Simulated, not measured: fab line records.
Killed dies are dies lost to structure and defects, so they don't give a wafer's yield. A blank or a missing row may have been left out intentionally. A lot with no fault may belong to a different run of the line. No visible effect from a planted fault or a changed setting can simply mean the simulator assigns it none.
fab line records	flow sky130
[record] lots = 12	wafers = 36	last_day = 50
route steps=708 shown POLY_CUT@315 SD_N@356 LI_CONTACT@374 PAD_OPEN@708
lots with no fault: from the same line, run without faults
start_h: hours from the record's first day to the start of the lot's first wafer shown	wait_h: hours from the lot's prior step to this one	" same as the row above	L1.1+2: one row covering several wafers at once	- no value, or no start given	* or withheld: withheld	< > ~ a bound
route shown NAME@n: a module of which the file shows steps, and the number in the route of the first	usual: mean/standard deviation of fault-free wafers	same: alike in all rows	chamber/n: place in a boat	sites: each site's reading	_std_site: how widely they spread, as a standard deviation	_edge_site: mean of outer sites minus mean of inner sites	radius_mm: for every site, how far away it sits from the centre of the wafer	mask NAME#n: copy n	behind: the last tool/chamber to shape the wafer	hold: what put the lot on hold/how long, in hours/how the hold closed	device: whichever transistor did not switch (one of n, p or np)	end of line: the tests these same wafers got at the end of their route	where a step has no rows: the recipe by itself	killed: dies lost to structure and defects at the first sort, not the wafer's yield	map: the dies of a wafer, with x for killed, . for not killed, _ for no die there
set.NAME: the run value of the setting; set.NAME@STEP: its run value at that earlier step	model.NAME: the simulator's own value behind a step, which no gauge read
a sample of lots followed through the steps of the route, with each step as a table and each wafer as a row
services: from which hour (start_h, from the record's first day; less than 0 if before it) a tool's chamber was out of use, for how many hours, and why
[[steps]]
[step SKY_POLY_CUT_CD_MEAS_08]
[recipe] target_cd_nm = 270
[usual] cd_nm = 270.2/1.6
lot.wafer	tool	chamber	start_h	wait_h	cd_nm
L281.1	cd_sem-02	-	564.80	-	270.9
L281.3	"	-	"	"	271.3
L281.5	"	-	"	"	270.0
L282.3	cd_sem-01	-	588.40	-	270.1
L282.4	"	-	"	"	270.0
L282.5	"	-	"	"	270.8
L284.2	cd_sem-02	-	597.62	-	270.6
L284.3	"	-	"	"	269.4
L284.5	"	-	"	"	270.0
L288.2	cd_sem-01	-	629.10	-	269.6
L288.3	"	-	"	"	270.3
L288.4	"	-	"	"	269.2
L289.2	cd_sem-01	-	631.73	-	270.8
L289.4	"	-	"	"	272.4
L289.5	"	-	"	"	268.9
L291.3	cd_sem-02	-	646.69	-	270.3
L291.4	"	-	"	"	269.8
L291.6	"	-	"	"	268.8
L292.3	cd_sem-01	-	658.95	-	270.1
L292.5	"	-	"	"	269.3
L292.6	"	-	"	"	269.1
L293.1	cd_sem-01	-	663.03	-	270.2
L293.4	"	-	"	"	270.5
L293.5	"	-	"	"	271.0
L296.2	cd_sem-01	-	684.38	-	270.0
L296.3	"	-	"	"	270.9
L296.5	"	-	"	"	270.3
L299.4	cd_sem-01	-	711.12	-	269.3
L299.5	"	-	"	"	270.6
L299.6	"	-	"	"	269.8
L301.1	cd_sem-01	-	718.41	-	271.8
L301.2	"	-	"	"	269.8
L301.4	"	-	"	"	270.6
L302.1	cd_sem-01	-	730.01	-	267.8
L302.5	"	-	"	"	268.1
L302.6	"	-	"	"	267.7
[step SKY_POLY_CUT_ETCH_10]
[recipe] chemistry = N2/H2	target = BARC	ion_energy_ev = 200	source_w = 500	bias_w = 100	pressure_mtorr = 30	n2_flow_sccm = 100	h2_flow_sccm = 200	stop_on = SiO2	time_s = 45.9	target_depth_a = 600
[usual] drypump_motor_current_A = 6.0/0.4	n2_flow_sccm = 100.03/0.3	oes_product_au = 0.855/0.0046	throttle_valve_pct = 13.227/0.0091
lot.wafer	tool	chamber	start_h	wait_h	drypump_motor_current_A	n2_flow_sccm	oes_product_au	rf_hours_counter_h	throttle_valve_pct
L281.1	rie_diel-02	2	564.95	0.0	6.3	99.68	0.862	6	13.236
L281.3	"	3	"	"	5.6	99.86	0.856	67	13.219
L281.5	"	2	"	"	6.3	100.09	0.857	-	13.216
L282.3	rie_diel-02	0	588.51	0.0	6.2	99.94	0.859	2	13.239
L282.4	"	1	"	"	6.5	99.81	0.859	11	13.219
L282.5	"	3	"	"	5.6	100.07	0.850	-	13.216
L284.2	rie_diel-02	3	597.75	0.0	5.6	100.24	0.857	67	13.218
L284.3	"	1	"	"	6.6	100.08	0.852	12	13.227
L284.5	"	1	"	"	6.6	99.55	0.854	-	13.228
L288.2	rie_diel-02	2	629.24	0.0	6.3	99.90	0.861	7	13.231
L288.3	"	0	"	"	6.2	100.66	0.857	2	13.216
L288.4	"	1	"	"	6.6	100.14	0.858	-	13.239
L289.2	rie_diel-03	3	631.86	0.0	5.8	99.58	0.846	13	13.228
L289.4	"	1	"	"	6.1	100.11	0.856	7	13.232
L289.5	"	3	"	"	5.9	99.55	0.854	-	13.245
L291.3	rie_diel-02	2	646.80	0.0	6.3	99.52	0.846	8	13.219
L291.4	"	1	"	"	6.5	100.28	0.856	12	13.227
L291.6	"	1	"	"	6.6	99.91	0.851	-	13.242
L292.3	rie_diel-02	1	659.06	0.0	6.6	99.79	0.860	13	13.227
L292.5	"	3	"	"	5.6	100.26	0.852	-	13.227
L292.6	"	2	"	"	6.3	99.85	0.855	-	13.228
L293.1	rie_diel-03	2	663.19	0.0	5.8	100.04	0.852	62	13.225
L293.4	"	0	"	"	5.2	100.04	0.859	-	13.212
L293.5	"	3	"	"	5.8	100.08	0.855	-	13.219
L296.2	rie_diel-03	1	684.51	0.0	6.1	100.26	0.863	9	13.229
L296.3	"	1	"	"	6.1	100.33	0.858	-	13.238
L296.5	"	3	"	"	5.8	100.00	0.856	-	13.236
L299.4	rie_diel-01	0	711.21	0.0	6.4	99.87	0.852	22	13.216
L299.5	"	0	"	"	6.4	100.14	0.854	-	13.227
L299.6	"	1	"	"	5.9	99.85	0.863	-	13.235
L301.1	rie_diel-02	3	718.56	0.0	5.6	99.33	0.859	2	13.214
L301.2	"	2	"	"	6.3	100.06	0.859	9	13.231
L301.4	"	1	"	"	6.6	100.04	0.852	14	13.214
L302.1	rie_diel-01	2	730.16	0.0	5.3	99.69	0.849	13	13.222
L302.5	"	1	"	"	5.9	99.32	0.852	-	13.236
L302.6	"	0	"	"	6.4	100.08	0.856	-	13.219
[step SKY_SD_N_RTA_14]
[recipe] temp_c = 1075	time_s = 2	idle_temp_c = 650	ramp_up_c_per_s = 150	ramp_down_c_per_s = 90	ambient = N2
[usual] anneal_temp_c_max = 1078.7/0.76	lamp_power_pct = 15.73/0.051	ramp_up_c_per_s = 150.00/0.029	wafer_temp_C_max = 1078.0/1.3
lot.wafer	tool	chamber	start_h	wait_h	anneal_temp_c_max	lamp_power_pct	ramp_up_c_per_s	wafer_temp_C_max
L281.1	rtp_anneal-02	0	652.25	0.0	1078.5	15.76	150.01	1077.8
L281.3	"	0	"	"	1077.9	15.72	150.01	1078.0
L281.5	"	0	"	"	1078.3	15.71	149.95	1077.7
L282.3	rtp_anneal-02	0	675.99	0.0	1078.6	15.75	150.03	1077.8
L282.4	"	0	"	"	1079.7	15.76	150.01	1077.5
L282.5	"	0	"	"	1078.2	15.68	150.02	1078.6
L284.2	rtp_anneal-02	0	684.38	0.0	1079.5	15.80	149.98	1078.6
L284.3	"	0	"	"	1079.5	15.72	150.08	1077.2
L284.5	"	0	"	"	1079.2	15.69	150.03	1078.4
L288.2	rtp_anneal-01	0	715.16	0.0	1079.2	15.82	150.00	1078.4
L288.3	"	0	"	"	1078.0	15.71	150.00	1075.6
L288.4	"	0	"	"	1078.7	15.71	150.01	1076.6
L289.2	rtp_anneal-02	0	717.44	0.0	1078.1	15.76	150.00	1079.4
L289.4	"	0	"	"	1078.6	15.77	150.00	1078.0
L289.5	"	0	"	"	1077.6	15.72	149.98	1077.0
L291.3	rtp_anneal-02	0	731.64	0.0	1078.4	15.77	149.98	1077.9
L291.4	"	0	"	"	1079.0	15.72	150.00	1081.0
L291.6	"	0	"	"	1078.3	15.67	150.02	1078.8
L292.3	rtp_anneal-01	0	742.57	0.0	1078.0	15.81	150.00	1079.6
L292.5	"	0	"	"	1079.7	15.78	150.03	1077.6
L292.6	"	0	"	"	1078.7	15.76	150.05	1078.7
L293.1	rtp_anneal-02	0	747.00	0.0	1078.5	15.76	149.98	1078.0
L293.4	"	0	"	"	1078.1	15.77	150.00	1075.7
L293.5	"	0	"	"	1077.9	15.70	150.04	1080.3
L296.2	rtp_anneal-01	0	767.67	0.0	1078.9	15.76	150.00	1077.4
L296.3	"	0	"	"	1079.9	15.72	149.98	1076.4
L296.5	"	0	"	"	1077.9	15.72	150.03	1079.7
L299.4	rtp_anneal-02	0	791.73	0.0	1078.1	15.66	45.023	1077.7
L299.5	"	0	"	"	1078.4	15.69	44.936	1082.1
L299.6	"	0	"	"	1078.7	15.73	45.007	1077.4
L301.1	rtp_anneal-02	0	800.72	0.0	1077.7	15.72	45.003	1077.1
L301.2	"	0	"	"	1078.3	15.71	44.983	1077.5
L301.4	"	0	"	"	1078.5	15.67	44.959	1076.6
L302.1	rtp_anneal-01	0	810.46	0.0	1078.3	15.81	149.96	1078.6
L302.5	"	0	"	"	1080.2	15.62	149.96	1078.5
L302.6	"	0	"	"	1079.3	15.72	150.03	1078.2
[step SKY_LI_CONTACT_CD_MEAS_12]
[recipe] target_cd_nm = 170
[usual] cd_nm = 170.3/1.6
lot.wafer	tool	chamber	start_h	wait_h	cd_nm
L281.1	cd_sem-01	-	680.96	-	166.0
L281.3	"	-	"	"	166.2
L281.5	"	-	"	"	167.3
L282.3	cd_sem-02	-	704.52	-	171.3
L282.4	"	-	"	"	171.2
L282.5	"	-	"	"	171.0
L284.2	cd_sem-01	-	713.93	-	172.2
L284.3	"	-	"	"	172.5
L284.5	"	-	"	"	172.5
L288.2	cd_sem-02	-	743.85	-	172.8
L288.3	"	-	"	"	173.5
L288.4	"	-	"	"	173.6
L289.2	cd_sem-02	-	746.03	-	172.2
L289.4	"	-	"	"	171.3
L289.5	"	-	"	"	171.3
L291.3	cd_sem-01	-	759.80	-	170.5
L291.4	"	-	"	"	168.7
L291.6	"	-	"	"	171.4
L292.3	cd_sem-02	-	770.39	-	170.0
L292.5	"	-	"	"	170.6
L292.6	"	-	"	"	173.1
L293.1	cd_sem-02	-	774.86	-	168.6
L293.4	"	-	"	"	168.0
L293.5	"	-	"	"	169.2
L296.2	cd_sem-01	-	794.92	-	168.2
L296.3	"	-	"	"	167.3
L296.5	"	-	"	"	166.7
L299.4	cd_sem-02	-	819.37	-	170.2
L299.5	"	-	"	"	170.5
L299.6	"	-	"	"	170.2
L301.1	cd_sem-01	-	828.01	-	171.7
L301.2	"	-	"	"	172.1
L301.4	"	-	"	"	171.3
L302.1	cd_sem-01	-	838.01	-	169.8
L302.5	"	-	"	"	169.9
L302.6	"	-	"	"	167.7
[step SKY_PAD_OPEN_PROBE_99]
[usual] killed_at_M0_to_M3 = 44/7.4	killed_at_M4_up = 3.1/1.8	killed_at_contacts = 24/5.6	killed_at_front_end = 15/4.9	killed_at_other = 0.4/0.59	killed_dies = 87/9.8	killed_open = 47/7.2	killed_short = 39/6.8
[same] gross_dies = 492	killed_at_back_side = 0
lot.wafer	tool	chamber	start_h	wait_h	killed_at_M0_to_M3	killed_at_M4_up	killed_at_contacts	killed_at_front_end	killed_at_other	killed_dies	killed_open	killed_short
L281.1	prober-02	-	1078.45	0.1	33	4	20	18	0	75	50	24
L281.3	prober-02	-	1078.55	0.2	50	4	29	23	1	107	54	53
L281.5	prober-02	-	1078.65	0.2	44	2	35	16	1	98	53	45
L282.3	prober-02	-	1097.40	0.2	46	4	24	16	0	90	47	43
L282.4	prober-02	-	1097.45	0.2	50	5	11	19	0	85	46	38
L282.5	prober-02	-	1097.50	0.2	40	3	30	24	0	97	44	50
L284.2	prober-01	-	1107.64	0.1	58	2	11	14	0	85	46	39
L284.3	prober-01	-	1107.69	0.2	45	3	36	14	0	98	56	42
L284.5	prober-01	-	1107.79	0.2	45	4	23	14	0	86	44	42
L288.2	prober-02	-	1126.00	0.1	55	3	20	23	0	101	67	33
L288.3	prober-02	-	1126.05	0.2	51	4	21	15	0	91	36	52
L288.4	prober-02	-	1126.10	0.2	47	2	16	18	0	83	49	34
L289.2	prober-01	-	1128.29	0.1	44	4	36	16	0	100	55	45
L289.4	prober-01	-	1128.39	0.2	44	1	22	23	1	91	44	46
L289.5	prober-01	-	1128.44	0.2	46	3	25	15	1	90	45	45
L291.3	prober-01	-	1137.50	0.2	42	4	31	14	1	92	41	50
L291.4	prober-01	-	1137.55	0.2	35	5	27	11	0	78	44	34
L291.6	prober-01	-	1137.65	0.2	52	2	21	9	1	85	50	33
L292.3	prober-02	-	1146.05	0.2	41	2	33	10	1	87	48	39
L292.5	prober-02	-	1146.15	0.2	39	6	23	16	1	85	46	38
L292.6	prober-02	-	1146.20	0.2	40	0	30	19	2	91	49	41
L293.1	prober-01	-	1148.44	0.1	50	2	25	20	0	97	48	48
L293.4	prober-01	-	1148.59	0.2	62	1	19	10	0	92	54	38
L293.5	prober-01	-	1148.64	0.2	39	2	24	18	0	83	46	37
L296.2	prober-02	-	1163.36	0.1	48	2	14	31	0	95	51	42
L296.3	prober-02	-	1163.41	0.2	51	3	23	23	0	100	53	45
L296.5	prober-02	-	1163.51	0.2	39	0	35	20	0	94	46	48
L299.4	prober-01	-	1178.13	0.2	38	4	22	12	0	76	44	32
L299.5	prober-01	-	1178.18	0.2	49	2	30	14	0	95	54	41
L299.6	prober-01	-	1178.23	0.2	49	2	20	14	0	85	46	39
L301.1	prober-01	-	1184.69	0.1	33	3	25	9	0	70	36	33
L301.2	prober-01	-	1184.74	0.1	45	5	29	15	0	94	60	34
L301.4	prober-01	-	1184.84	0.2	42	3	25	14	1	85	40	45
L302.1	prober-02	-	1189.79	0.1	34	7	24	20	1	86	42	43
L302.5	prober-02	-	1189.99	0.2	37	0	27	4	0	68	46	22
L302.6	prober-02	-	1190.04	0.2	34	4	28	11	1	78	45	32
// killed by level:class
L281.1 CONTACT:geometric_particle:open=12 VIA1:geometric_particle:open=7 VIA3:geometric_particle:open=7 POLY_GATE:geometric_particle:open=6 METAL3:geometric_particle:short=5 LI_CONTACT:geometric_particle:open=4 VIA2:geometric_particle:open=4 FIELD_ISO:geometric_particle:open=3
L281.3 CONTACT:geometric_particle:open=11 VIA1:geometric_particle:open=9 VIA1:geometric_particle:short=7 POLY_GATE:geometric_particle:short=6 VIA2:geometric_particle:open=6 VIA3:geometric_particle:open=6 METAL2:geometric_particle:short=6 POLY_GATE:geometric_particle:open=5
L281.5 LI_CONTACT:geometric_particle:open=11 CONTACT:geometric_particle:open=10 VIA1:geometric_particle:open=10 CONTACT:geometric_particle:short=9 VIA3:geometric_particle:open=8 VIA2:geometric_particle:open=8 FIELD_ISO:geometric_particle:short=7 METAL2:geometric_particle:short=6
L282.3 LI_CONTACT:geometric_particle:open=8 CONTACT:geometric_particle:open=8 VIA1:geometric_particle:open=7 FIELD_ISO:geometric_particle:open=6 METAL1:geometric_particle:short=6 VIA3:geometric_particle:open=6 METAL2:geometric_particle:short=5 VIA3:geometric_particle:short=5
L282.4 VIA1:geometric_particle:open=11 METAL1:geometric_particle:short=10 VIA3:geometric_particle:open=10 METAL2:geometric_particle:short=9 POLY_GATE:geometric_particle:open=6 LI_CONTACT:geometric_particle:open=5 CONTACT:geometric_particle:open=4 FIELD_ISO:geometric_particle:short=3
L282.5 LI_CONTACT:geometric_particle:open=13 POLY_GATE:geometric_particle:short=10 VIA1:geometric_particle:open=6 VIA2:geometric_particle:open=6 LOCAL_INTERCONNECT:geometric_particle:short=5 CONTACT:geometric_particle:open=5 METAL1:geometric_particle:short=5 METAL3:geometric_particle:short=5
L284.2 VIA1:geometric_particle:open=10 VIA3:geometric_particle:open=8 METAL2:geometric_particle:short=7 VIA2:geometric_particle:open=7 METAL1:geometric_particle:short=6 FIELD_ISO:geometric_particle:short=5 METAL2:geometric_particle:open=5 LI_CONTACT:geometric_particle:open=4
L284.3 CONTACT:geometric_particle:open=13 VIA2:geometric_particle:open=8 VIA1:geometric_particle:open=8 CONTACT:geometric_particle:short=7 LOCAL_INTERCONNECT:geometric_particle:short=6 FIELD_ISO:geometric_particle:open=5 LI_CONTACT:geometric_particle:short=5 LI_CONTACT:geometric_particle:open=5
L284.5 VIA2:geometric_particle:open=7 CONTACT:geometric_particle:open=7 VIA3:geometric_particle:open=7 LI_CONTACT:geometric_particle:open=6 METAL2:geometric_particle:short=6 METAL3:geometric_particle:short=6 POLY_GATE:geometric_particle:short=4 LI_CONTACT:geometric_particle:short=4
L288.2 VIA1:geometric_particle:open=14 VIA2:geometric_particle:open=13 VIA3:geometric_particle:open=9 POLY_GATE:geometric_particle:open=8 LI_CONTACT:geometric_particle:open=7 CONTACT:geometric_particle:open=7 POLY_GATE:geometric_particle:short=5 METAL2:geometric_particle:short=5
L288.3 VIA1:geometric_particle:open=9 VIA1:geometric_particle:short=8 POLY_GATE:geometric_particle:short=6 LOCAL_INTERCONNECT:geometric_particle:short=6 CONTACT:geometric_particle:open=6 METAL1:geometric_particle:short=5 METAL2:geometric_particle:short=5 POLY_GATE:geometric_particle:open=4
L288.4 VIA2:geometric_particle:open=14 VIA1:geometric_particle:open=10 LI_CONTACT:geometric_particle:open=6 POLY_GATE:geometric_particle:short=5 FIELD_ISO:geometric_particle:short=4 FIELD_ISO:geometric_particle:open=4 LOCAL_INTERCONNECT:geometric_particle:short=4 VIA1:geometric_particle:short=4
L289.2 CONTACT:geometric_particle:open=19 VIA1:geometric_particle:open=11 VIA1:geometric_particle:short=8 POLY_GATE:geometric_particle:short=7 VIA2:geometric_particle:open=7 LOCAL_INTERCONNECT:geometric_particle:short=6 CONTACT:geometric_particle:short=5 POLY_GATE:geometric_particle:open=4
L289.4 LI_CONTACT:geometric_particle:open=11 VIA3:geometric_particle:open=7 VIA1:geometric_particle:open=7 METAL2:geometric_particle:short=7 FIELD_ISO:geometric_particle:short=6 CONTACT:geometric_particle:short=5 VIA1:geometric_particle:short=5 VIA3:geometric_particle:short=5
L289.5 CONTACT:geometric_particle:open=7 VIA1:geometric_particle:short=7 METAL3:geometric_particle:open=6 CONTACT:geometric_particle:short=6 VIA1:geometric_particle:open=6 VIA2:geometric_particle:open=6 POLY_GATE:geometric_particle:open=5 LI_CONTACT:geometric_particle:short=5
L291.3 CONTACT:geometric_particle:open=10 CONTACT:geometric_particle:short=9 METAL1:geometric_particle:short=8 VIA1:geometric_particle:open=8 VIA3:geometric_particle:open=6 LI_CONTACT:geometric_particle:open=5 VIA2:geometric_particle:open=5 FIELD_ISO:geometric_particle:short=4
L291.4 VIA1:geometric_particle:open=9 LOCAL_INTERCONNECT:geometric_particle:short=8 CONTACT:geometric_particle:open=8 VIA3:geometric_particle:open=8 VIA2:geometric_particle:open=6 CONTACT:geometric_particle:short=5 LI_CONTACT:geometric_particle:open=4 METAL2:geometric_particle:short=3
L291.6 VIA1:geometric_particle:open=16 LI_CONTACT:geometric_particle:open=8 VIA2:geometric_particle:open=8 VIA3:geometric_particle:open=7 CONTACT:geometric_particle:open=6 METAL1:geometric_particle:short=6 VIA2:geometric_particle:short=6 FIELD_ISO:geometric_particle:short=4
L292.3 CONTACT:geometric_particle:open=13 VIA2:geometric_particle:open=12 VIA1:geometric_particle:open=7 LI_CONTACT:geometric_particle:open=6 FIELD_ISO:geometric_particle:short=5 LOCAL_INTERCONNECT:geometric_particle:short=5 CONTACT:geometric_particle:short=5 LI_CONTACT:geometric_particle:short=4
L292.5 VIA1:geometric_particle:open=10 VIA2:geometric_particle:open=10 CONTACT:geometric_particle:open=7 LI_CONTACT:geometric_particle:open=6 METAL2:geometric_particle:short=6 FIELD_ISO:geometric_particle:short=5 LI_CONTACT:geometric_particle:short=5 LOCAL_INTERCONNECT:geometric_particle:short=4
L292.6 VIA1:geometric_particle:open=12 CONTACT:geometric_particle:open=10 VIA2:geometric_particle:open=7 LI_CONTACT:geometric_particle:short=7 LI_CONTACT:geometric_particle:open=6 FIELD_ISO:geometric_particle:open=5 METAL1:geometric_particle:short=5 POLY_GATE:geometric_particle:short=5
L293.1 VIA1:geometric_particle:open=13 CONTACT:geometric_particle:open=9 METAL1:geometric_particle:short=8 FIELD_ISO:geometric_particle:short=5 LI_CONTACT:geometric_particle:open=5 LOCAL_INTERCONNECT:geometric_particle:short=5 VIA3:geometric_particle:open=5 VIA2:geometric_particle:open=5
L293.4 VIA1:geometric_particle:open=18 VIA3:geometric_particle:open=9 METAL1:geometric_particle:short=7 CONTACT:geometric_particle:open=6 VIA2:geometric_particle:open=6 VIA2:geometric_particle:short=5 VIA1:geometric_particle:short=5 METAL2:geometric_particle:short=5
L293.5 VIA1:geometric_particle:open=10 VIA2:geometric_particle:open=7 LI_CONTACT:geometric_particle:open=6 POLY_GATE:geometric_particle:open=5 LI_CONTACT:geometric_particle:short=5 LOCAL_INTERCONNECT:geometric_particle:short=5 CONTACT:geometric_particle:open=5 METAL1:geometric_particle:short=4
L296.2 VIA1:geometric_particle:open=17 POLY_GATE:geometric_particle:short=10 POLY_GATE:geometric_particle:open=7 METAL1:geometric_particle:short=6 VIA2:geometric_particle:open=6 FIELD_ISO:geometric_particle:short=5 METAL2:geometric_particle:short=5 SPACER:geometric_particle:open=4
L296.3 LI_CONTACT:geometric_particle:open=11 VIA1:geometric_particle:open=8 FIELD_ISO:geometric_particle:short=7 METAL2:geometric_particle:short=7 CONTACT:geometric_particle:open=6 METAL1:geometric_particle:short=6 VIA3:geometric_particle:open=6 FIELD_ISO:geometric_particle:open=5
L296.5 LI_CONTACT:geometric_particle:open=8 VIA2:geometric_particle:open=8 CONTACT:geometric_particle:short=7 CONTACT:geometric_particle:open=7 POLY_GATE:geometric_particle:short=6 METAL1:geometric_particle:short=6 LI_CONTACT:geometric_particle:short=6 METAL2:geometric_particle:short=6
L299.4 VIA1:geometric_particle:open=11 LI_CONTACT:geometric_particle:open=8 CONTACT:geometric_particle:open=8 METAL1:geometric_particle:short=6 VIA2:geometric_particle:open=6 FIELD_ISO:geometric_particle:short=5 SPACER:geometric_particle:open=3 LOCAL_INTERCONNECT:geometric_particle:short=3
L299.5 VIA1:geometric_particle:open=11 LI_CONTACT:geometric_particle:open=10 CONTACT:geometric_particle:open=9 VIA3:geometric_particle:open=9 METAL2:geometric_particle:short=7 VIA2:geometric_particle:open=7 FIELD_ISO:geometric_particle:open=5 METAL1:geometric_particle:short=5
L299.6 VIA3:geometric_particle:open=9 VIA1:geometric_particle:open=7 VIA2:geometric_particle:open=7 CONTACT:geometric_particle:open=6 LI_CONTACT:geometric_particle:open=5 VIA1:geometric_particle:short=5 VIA2:geometric_particle:short=5 FIELD_ISO:geometric_particle:short=4
L301.1 CONTACT:geometric_particle:open=8 LI_CONTACT:geometric_particle:open=6 METAL2:geometric_particle:short=6 VIA3:geometric_particle:open=6 LOCAL_INTERCONNECT:geometric_particle:short=4 CONTACT:geometric_particle:short=4 METAL1:geometric_particle:short=4 VIA1:geometric_particle:open=4
L301.2 CONTACT:geometric_particle:open=14 VIA1:geometric_particle:open=11 VIA2:geometric_particle:open=10 LI_CONTACT:geometric_particle:open=6 VIA3:geometric_particle:open=6 METAL2:geometric_particle:short=5 CONTACT:geometric_particle:short=5 VIA1:geometric_particle:short=5
L301.4 CONTACT:geometric_particle:open=11 VIA1:geometric_particle:open=8 METAL1:geometric_particle:short=7 VIA1:geometric_particle:short=6 FIELD_ISO:geometric_particle:short=5 LOCAL_INTERCONNECT:geometric_particle:short=5 VIA3:geometric_particle:open=4 VIA2:geometric_particle:open=4
L302.1 VIA1:geometric_particle:open=7 CONTACT:geometric_particle:short=6 SPACER:geometric_particle:open=5 LI_CONTACT:geometric_particle:short=5 LOCAL_INTERCONNECT:geometric_particle:short=5 VIA3:geometric_particle:open=5 FIELD_ISO:geometric_particle:short=4 CONTACT:geometric_particle:open=4
L302.5 LI_CONTACT:geometric_particle:open=11 VIA1:geometric_particle:open=10 CONTACT:geometric_particle:open=7 VIA3:geometric_particle:open=6 VIA2:geometric_particle:open=6 LOCAL_INTERCONNECT:geometric_particle:short=5 METAL2:geometric_particle:short=4 VIA3:geometric_particle:short=4
L302.6 CONTACT:geometric_particle:open=13 VIA1:geometric_particle:open=9 LI_CONTACT:geometric_particle:open=7 METAL2:geometric_particle:short=7 LOCAL_INTERCONNECT:geometric_particle:short=5 VIA3:geometric_particle:open=4 METAL4:geometric_particle:short=4 FIELD_ISO:geometric_particle:open=3
[[services]]
tool	chamber	start_h	hours	kind
rie_diel-01	0	541.82	3.8	repair
rie_diel-01	0	547.14	22.0	repair
rie_diel-03	2	574.89	5.1	repair
rie_diel-02	3	580.24	3.8	repair
rie_diel-02	3	615.50	-	clean
rie_diel-02	3	615.50	15.0	scheduled_down
rie_diel-02	3	615.50	15.0	vent_cycle
rie_diel-01	-	619.92	14.6	pm
rie_diel-02	1	620.36	4.9	repair
rie_diel-01	3	638.72	9.6	repair
rie_diel-03	1	663.16	2.8	repair
rie_diel-03	2	668.31	-	clean
rie_diel-03	2	668.31	25.7	scheduled_down
rie_diel-02	-	676.39	0.3	repair
rie_diel-03	3	677.31	1.3	repair
rie_diel-03	0	682.22	8.5	repair
rie_diel-01	3	691.23	6.0	repair
rie_diel-03	2	708.85	10.9	repair
rie_diel-03	0	721.51	9.8	repair
rie_diel-03	2	727.91	13.7	repair
rie_diel-03	3	731.03	4.4	repair
rie_diel-01	-	732.87	28.1	pm
rie_diel-03	3	744.27	6.0	repair
rtp_anneal-02	-	748.44	4.0	pm
[[key]]
[first_sign] step = SKY_SD_N_RTA_14	reading = ramp_up_c_per_s	direction = down	sigmas = 99+	usual = 150.00	struck = 44.985
effect none on later readings
met_at SKY_SD_N_RTA_14
struck_lots L299,L301
tester_left_out L299,L301
not_acting_at SKY_POLY_CUT_CD_MEAS_08,SKY_POLY_CUT_ETCH_10,SKY_LI_CONTACT_CD_MEAS_12
onset_between 747.00 791.73
[fault] kind = process_parameter_drift	tool = rtp_anneal-02	chamber = -	onset_h = 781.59	steps = SKY_SD_N_RTA_14	channel = ramp_up_c_per_s	offset = -105	shape = step	end_h = 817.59	acts_in = these_recipes_only	stated = 150
// tester_left_out: of these lots the tester's yield and bins aren't shown, on N5 and GAA mostly nor the transistor test; their killed dies are dies lost to structure and defects alone, not to doping, threshold or leakage, so they don't give the yield
